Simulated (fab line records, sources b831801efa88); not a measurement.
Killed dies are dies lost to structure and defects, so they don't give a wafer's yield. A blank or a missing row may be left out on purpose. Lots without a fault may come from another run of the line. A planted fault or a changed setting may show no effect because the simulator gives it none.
Which tool did it? | flow gf180mcu | 11 lots, 33 wafers sampled, at 5 steps of a route of 602

WHAT THE GAUGES READ, wafer by wafer
GF_M2_RS_MEAS_05: measures by four-point-probe.
lot  | measured     | on            | M2_ALCU_RS (ohm/sq)
L413 | day 19 02:01 | film_metro-03 | 0.0696 0.0697 0.0699
L415 | day 19 19:57 | film_metro-03 | 0.0693 0.0688 0.0692
L416 | day 20 06:53 | film_metro-02 | 0.0697 0.0706 0.0692
L417 | day 20 23:39 | film_metro-02 | 0.0680 0.0684 0.0696
L418 | day 21 05:08 | film_metro-02 | 0.0683 0.0692 0.0687
L421 | day 21 23:59 | film_metro-02 | 0.0698 0.0699 0.0696
L423 | day 22 15:42 | film_metro-01 | 0.0690 0.0688 0.0690
L426 | day 23 16:53 | film_metro-03 | 7.0190 7.0529 7.0288
L427 | day 23 23:44 | film_metro-03 | 7.0930 7.1266 7.0925
L434 | day 26 04:11 | film_metro-02 | 0.0708 0.0687 0.0683
L435 | day 26 11:13 | film_metro-01 | 0.0691 0.0703 0.0711

WHICH TOOL RAN EACH LOT (tool, then ch and the chambers of the sampled wafers, then the start)
lot  | GF_V1_CVD_02                    | GF_V1_ETCH_17                                 | GF_M2_SPUTTER_02             | GF_M2_SPUTTER_04
L413 | pecvd-03 ch 0,1, day 18 00:12   | rie_diel-03 ch 1,2,3, day 19 01:53 or earlier | pvd_sputter-03, day 19 01:53 | pvd_sputter-03, day 19 01:56
L415 | pecvd-02 ch 0,1, day 18 13:46   | rie_diel-03 ch 2,3, day 19 19:50 or earlier   | pvd_sputter-03, day 19 19:50 | pvd_sputter-03, day 19 19:53
L416 | pecvd-01 ch 0,2, day 19 03:52   | rie_diel-01 ch 0,1,3, day 20 06:45 or earlier | pvd_sputter-04, day 20 06:45 | pvd_sputter-04, day 20 06:48
L417 | pecvd-02 ch 0,1, day 19 20:12   | rie_diel-03 ch 0,1,3, day 20 23:32 or earlier | pvd_sputter-02, day 20 23:32 | pvd_sputter-02, day 20 23:35
L418 | pecvd-03 ch 1,2, day 20 02:36   | rie_diel-03 ch 0,2,3, day 21 05:01 or earlier | pvd_sputter-03, day 21 05:01 | pvd_sputter-03, day 21 05:04
L421 | pecvd-02 ch 0,1,2, day 20 21:44 | rie_diel-03 ch 1,2,3, day 21 23:53 or earlier | pvd_sputter-03, day 21 23:53 | pvd_sputter-03, day 21 23:56
L423 | pecvd-01 ch 0,1,2, day 21 13:14 | rie_diel-03 ch 0,1, day 22 15:37 or earlier   | pvd_sputter-04, day 22 15:37 | pvd_sputter-04, day 22 15:40
L426 | pecvd-02 ch 0,1,2, day 22 15:07 | rie_diel-04 ch 0,1,2, day 23 16:46 or earlier | pvd_sputter-03, day 23 16:46 | pvd_sputter-03, day 23 16:49
L427 | pecvd-02 ch 0,1, day 22 22:26   | rie_diel-04 ch 1,2,3, day 23 23:38 or earlier | pvd_sputter-03, day 23 23:38 | pvd_sputter-03, day 23 23:41
L434 | pecvd-02 ch 0,1, day 25 04:19   | rie_diel-04 ch 0,2,3, day 26 04:04 or earlier | pvd_sputter-02, day 26 04:04 | pvd_sputter-02, day 26 04:07
L435 | pecvd-03 ch 0,1,2, day 25 12:29 | rie_diel-04 ch 0,2,3, day 26 11:07 or earlier | pvd_sputter-04, day 26 11:07 | pvd_sputter-04, day 26 11:10
- GF_V1_CVD_02: deposits SiO2 from TEOS, target thk 850 nm, time 94.851 s.
- GF_V1_ETCH_17: etches SiO2 in C4F8/O2/Ar, stops on TiN, target depth 630 nm.
- GF_M2_SPUTTER_02: material AlCu, target thk 450 nm, time 23.9 s.
- GF_M2_SPUTTER_04: material TiN, target thk 50 nm, time 41.7 s.

THE ANSWER, worked out from the rows above alone
Rule: what is usual is taken from the lots themselves. Put in order of their means at a reading, lots are off if they are a third of the lots or fewer, leave a main group of 4 or more, and stand apart from it by a gap of 3 or more times the standard deviation of the main group's means; of several such gaps the widest counts. A main group whose means are all the same, to the digits that the tables above print for the reading, isn't used. A lot without any number at a reading at which 4 lots or more have one is off too. The other lots that the step has rows for count as sound.
Off: L426, L427, at GF_M2_RS_MEAS_05 (M2_ALCU_RS). The main group: mean 0.0694 ohm/sq, standard deviation 0.00051.
A tool fits if, at a process step before that reading, it ran every lot that is off, and no sound lot after the first of them. The gauges at GF_M2_RS_MEAS_05 are tried like those tools. GF_V1_ETCH_17 gives no start for some lots, so the hours and the order of its lots are those of GF_M2_SPUTTER_02. Can't be told from this: 2 tools fit, pvd_sputter-03 at GF_M2_SPUTTER_02 and GF_M2_SPUTTER_04, film_metro-03 at GF_M2_RS_MEAS_05.

WHAT THE SIMULATOR HAD PUT IN
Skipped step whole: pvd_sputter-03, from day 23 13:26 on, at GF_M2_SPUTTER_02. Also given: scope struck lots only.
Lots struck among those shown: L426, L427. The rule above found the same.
